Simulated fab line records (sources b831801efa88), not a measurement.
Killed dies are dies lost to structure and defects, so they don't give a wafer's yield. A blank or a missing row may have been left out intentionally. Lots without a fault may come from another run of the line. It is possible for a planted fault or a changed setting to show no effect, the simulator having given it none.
A lot that was struck, set against a sound lot ; flow sky130 ; 16 steps out of a route of 708
Sound: these wafers, L632.2, L632.3, L632.4. Wafers L644.2, L644.4, L644.6 were the ones struck. At the end, the cause is stated.
Order at every step that has rows: each side's tool, ch and its chambers, its first start. Under that, the readings that differ: sound wafers ; struck wafers ; difference of the means ; sigmas: that difference in standard deviations of wafers without a fault.
alike: readings whose means differ by less than 2 such deviations, and words and numbers that are the same on both sides. not compared: withheld readings, readings that some wafer has no value for, bounds like >300 that may hide the same value, and numbers for which the record gives no deviation and whose values overlap.
The two part at a step that has a row with sigmas, a row that says differs or no value, or rows on one side only. Numbers that don't overlap but have no deviation are shown without sigmas and don't part them. Lack of a reading on every wafer of one side parts them only where that side has two or more wafers.

SKY_METAL2_THK_MEAS_06: measures by xrf.
  sound: film-metro-02 at day 37 18:48; struck: film-metro-04 at day 41 00:03
  alike: METAL2_ALCU_THK
then, 8 steps without rows for these wafers: SKY_METAL2_DEHYDRATE_07 (time 60 s); SKY_METAL2_HMDS_08 (prime time 60 s); SKY_METAL2_COAT_09 (resist thk 60 nm); SKY_METAL2_COAT_10 (resist thk 450 nm); SKY_METAL2_SOFTBAKE_11 (time 90 s); SKY_METAL2_EXPOSE_12 (exposes mask MM2, target cd 140 nm); SKY_METAL2_PEB_13; SKY_METAL2_DEVELOP_14 (develop time 57.98 s).
SKY_METAL2_CD_MEAS_15: the cd target is 140 nm.
  sound: cd-sem-02 at day 38 21:07; struck: cd-sem-02 at day 42 00:22
  alike: cd-nm
SKY_METAL2_OVL_MEAS_16:
  sound: overlay-02 at day 38 21:13; struck: overlay-02 at day 42 00:29
  alike: METAL2_OVL
SKY_METAL2_DESCUM_17: chemistry O2, time 8 s.
  sound on rie-metal-02 ch 0,1, day 38 21:15; struck on rie-metal-04 ch 0, day 42 00:31
reading;sound;struck;difference;sigmas
drypump-motor-current-A (A);6.6 5.8 6.6;5.0 5.0 5.0;-1.3;-2
oes-product-au (a.u.);1.014 0.994 1.020;0.961 0.968 0.967;-0.044;-3
  not compared: rf-hours-counter-h
SKY_METAL2_ETCH_18: etches BARC in N2/H2, stops on SiO2, time 45.9 s, target depth 60 nm.
  sound on rie-metal-02 ch 0,1, day 38 21:17; struck on rie-metal-04 ch 0, day 42 00:35
  no value came back on the struck wafers for any of 5 readings (bias-w (W), chamber-pressure-mTorr (mTorr) and others); on the sound wafers bias-w (W) reads 99.65 100.25 99.49
reading;sound;struck;difference;sigmas
model.KrF-thick_of_METAL2_COAT_10.thk-nm (nm);391.2 393.4 390.1;436.8 438.2 438.7;+46.3;
  not compared: rf-hours-counter-h
SKY_METAL2_METAL_ETCH_19: etches the open film in Cl2/BCl3, stops on SiO2, target depth 360 nm, time 78 s.
  sound on rie-metal-02 ch 0,1, day 38 21:21; struck on rie-metal-04 ch 0, day 42 00:44
reading;sound;struck;difference;sigmas
drypump-motor-current-A (A);6.6 5.8 6.6;5.1 5.1 5.0;-1.3;-2
oes-product-au (a.u.);0.857 0.855 0.858;0.365 0.373 0.372;-0.487;-77
model.KrF-thick_of_METAL2_COAT_10.thk-nm (nm);147.7 160.8 148;211.6 215.6 215.3;+62.0;
  alike: bcl3-flow-sccm, bias-w, throttle-valve-pct
  not compared: rf-hours-counter-h
SKY_METAL2_STRIP_20: strips in O2/N2.
  sound on plasma-asher-03 ch 0,1, day 38 21:26; struck on plasma-asher-01 ch 0, day 42 00:53
reading;sound;struck;difference;sigmas
drypump-motor-current-A (A);5.1 6.0 5.1;6.3 6.4 6.4;+1.0;+2
oes-product-au (a.u.);0.337 0.349 0.341;0.368 0.371 0.369;+0.027;+5
strip-time-to-endpoint-s (s);2.59 2.71 2.57;3.27 3.33 3.31;+0.68;+8
  not compared: rf-hours-counter-h
then, 1 step without rows for these wafers: SKY_METAL2_STRIP_21 (strips in post etch residue remover, time 1200 s).

WHERE THEY PART
First at SKY_METAL2_DESCUM_17; last, within this record, at SKY_METAL2_STRIP_20.

WHY: what had been put in by the simulator
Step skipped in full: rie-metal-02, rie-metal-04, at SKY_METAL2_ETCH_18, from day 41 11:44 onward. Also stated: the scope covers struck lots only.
